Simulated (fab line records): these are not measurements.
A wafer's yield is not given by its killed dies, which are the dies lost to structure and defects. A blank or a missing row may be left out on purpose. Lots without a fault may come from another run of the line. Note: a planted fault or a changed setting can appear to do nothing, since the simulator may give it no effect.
A struck lot beside a sound one | flow sky130 | 43 out of 708 route steps
Sound: the wafers L704.2, L704.3, L704.4. Struck: wafer L712.4. (L712.1, L712.3 of the same lot were not struck and are left out.) The cause comes at the end.
Order at every step that has rows: each side's tool, ch and its chambers, its first start. Under that, the readings that differ: sound wafers | struck wafers | difference of the means | sigmas: that difference in standard deviations of wafers without a fault.
alike: readings with means less than 2 such deviations apart, plus words and numbers identical on both sides. not compared: withheld readings, readings lacking a value on some wafer, bounds such as >300 that could conceal the same value, and numbers that have no deviation in the record and whose values overlap.
A row with sigmas, a row that says differs or no value, or rows on one side alone: a step with any of these is where the two part. Numbers that don't overlap but have no deviation are shown without sigmas and don't part them. Lack of a reading on every wafer of one side parts them only where that side has two or more wafers.

SKY_SONOS_ONO_THK_MEAS_03:
  sound on film metro-04, day 12 19:23; struck on film metro-03, day 16 04:21
  alike: SONOS_ONO_CVD_02_THK
then, 1 step without rows for these wafers: SKY_SONOS_ONO_CVD_04 (deposits SiO2 from SiH4/N2O, target thk 5.7199 nm).
SKY_SONOS_ONO_THK_MEAS_05:
  sound on film metro-04, day 12 20:41; struck on film metro-02, day 16 05:40
  alike: SONOS_ONO_CVD_04_THK
then, 7 steps without rows for these wafers: SKY_SONOS_ONO_DEHYDRATE_06 (time 60 s); SKY_SONOS_ONO_HMDS_07 (prime time 60 s); SKY_SONOS_ONO_COAT_08 (resist thk 1140 nm); SKY_SONOS_ONO_SOFTBAKE_09 (time 60 s); SKY_SONOS_ONO_EXPOSE_10 (exposes mask ONOM, target cd 410 nm); SKY_SONOS_ONO_PEB_11; SKY_SONOS_ONO_DEVELOP_12 (develop time 60 s).
SKY_SONOS_ONO_CD_MEAS_13 targets a cd of 410 nm.
  sound on cd sem-02, day 13 21:47; struck on cd sem-01, day 17 10:11
  alike: cd nm
SKY_SONOS_ONO_OVL_MEAS_14:
  sound on overlay-02, day 13 21:53; struck on overlay-01, day 17 10:19
  alike: SONOS_ONO_OVL
SKY_SONOS_ONO_ETCH_15: etches the open film in CHF3/O2, target depth 19.52 nm, time 7.8 s.
  sound on rie diel-02 ch 1,2,3, day 13 21:55; struck on rie diel-02 ch 1, day 17 10:20
  reading             | sound             | struck | difference | sigmas
  O2_flow_sccm (sccm) | 5.023 4.989 4.963 | 5.035  | +0.043     | +3
  alike: drypump motor current A, oes product au, throttle valve pct
  not compared: rf hours counter h
then, 1 step without rows for these wafers: SKY_SONOS_ONO_WET_ETCH_16 (etches SiO2 in dHF, target depth 14 nm, time 280 s).
SKY_SONOS_ONO_STRIP_17: strips in O2/N2.
  sound on plasma asher-02 ch 0,1, day 13 22:01; struck on plasma asher-01 ch 0, day 17 10:27
  alike: drypump motor current A, oes product au, strip time to endpoint s
  not compared: rf hours counter h
then, 3 steps without rows for these wafers: SKY_SONOS_ONO_WET_ETCH_18 (etches Si3N4 in H3PO4, target depth 15 nm, time 172 s); SKY_GATE_OXIDE_CLEAN_00 (cleans in SC1/SC2, time 150 s); SKY_GATE_OXIDE_OXIDATION_01 (stabilise 600 s, purge 300 s, target thk 10.268 nm).
SKY_GATE_OXIDE_THK_MEAS_02:
  sound on film metro-03, day 14 01:03; struck on film metro-03, day 17 13:20
  alike: GATE_OXIDE_OXIDATION_00_THK
then, 7 steps without rows for these wafers: SKY_GATE_OXIDE_DEHYDRATE_03 (time 60 s); SKY_GATE_OXIDE_HMDS_04 (prime time 60 s); SKY_GATE_OXIDE_COAT_05 (resist thk 1140 nm); SKY_GATE_OXIDE_SOFTBAKE_06 (time 60 s); SKY_GATE_OXIDE_EXPOSE_07 (exposes mask LVOM, target cd 600 nm); SKY_GATE_OXIDE_PEB_08; SKY_GATE_OXIDE_DEVELOP_09 (develop time 60 s).
SKY_GATE_OXIDE_OVL_MEAS_10:
  sound on overlay-01, day 15 03:20; struck on overlay-02, day 18 19:07
  alike: GATE_OXIDE_OVL
then, 2 steps without rows for these wafers: SKY_GATE_OXIDE_IMPLANT_11; SKY_GATE_OXIDE_WET_ETCH_12 (etches SiO2 in dHF, target depth 16.8 nm, time 336 s).
SKY_GATE_OXIDE_STRIP_13: strips in O2/N2.
  sound on plasma asher-03 ch 0,1, day 15 03:37; struck on plasma asher-01 ch 1, day 18 19:30
  alike: drypump motor current A, oes product au, strip time to endpoint s
  not compared: rf hours counter h
SKY_GATE_OXIDE_TW_MEAS_14:
  sound on film metro-03, day 15 03:43; struck on film metro-03, day 18 19:36
  alike: GATE_OXIDE_TW
then, 3 steps without rows for these wafers: SKY_GATE_OXIDE_CLEAN_15 (cleans in SC1/SC2, time 150 s); SKY_GATE_OXIDE_OXIDATION_16 (stabilise 600 s, purge 300 s, target thk 3.57 nm); SKY_POLY_GATE_CVD_00 (deposits poly-Si, target thk 180 nm, time 720 s).
SKY_POLY_GATE_THK_MEAS_01:
  sound on film metro-02, day 15 07:33; struck on film metro-01, day 18 23:51
  alike: POLY_GATE_CVD_00_THK
then, 7 steps without rows for these wafers: SKY_RES_PROTECT_DEHYDRATE_00 (time 60 s); SKY_RES_PROTECT_HMDS_01 (prime time 60 s); SKY_RES_PROTECT_COAT_02 (resist thk 1140 nm); SKY_RES_PROTECT_SOFTBAKE_03 (time 60 s); SKY_RES_PROTECT_EXPOSE_04 (exposes mask RPM, target cd 1270 nm); SKY_RES_PROTECT_PEB_05; SKY_RES_PROTECT_DEVELOP_06 (develop time 60 s).
-- a jump in the record: the struck wafers' starts before and after are 30 days apart (it breaks off in module RES_PROTECT and resumes in module PAD_OPEN, where the first step shown is number 708 of the route) --
SKY_PAD_OPEN_PROBE_99:
  sound on prober-02, day 46 22:55; struck on prober-01, day 49 08:59
  reading             | sound    | struck | difference | sigmas
  killed at front end | 20 13 11 | 38     | +23        | +6
  killed at other     | 1 1 1    | 0      | -1         | -2
  killed dies         | 95 84 83 | 118    | +31        | +3
  killed on rim       | 16 17 14 | 25     | +9         | +2
  alike: killed_at_M0_to_M3, killed_at_M4_up, killed at contacts, killed open, killed short

## WHERE THEY PART
Earliest at SKY_SONOS_ONO_ETCH_15; latest, in this record, at SKY_PAD_OPEN_PROBE_99.

WHY: the cause the simulator had injected
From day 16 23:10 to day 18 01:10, rie diel-02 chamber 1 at SKY_SONOS_ONO_ETCH_15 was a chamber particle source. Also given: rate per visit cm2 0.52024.
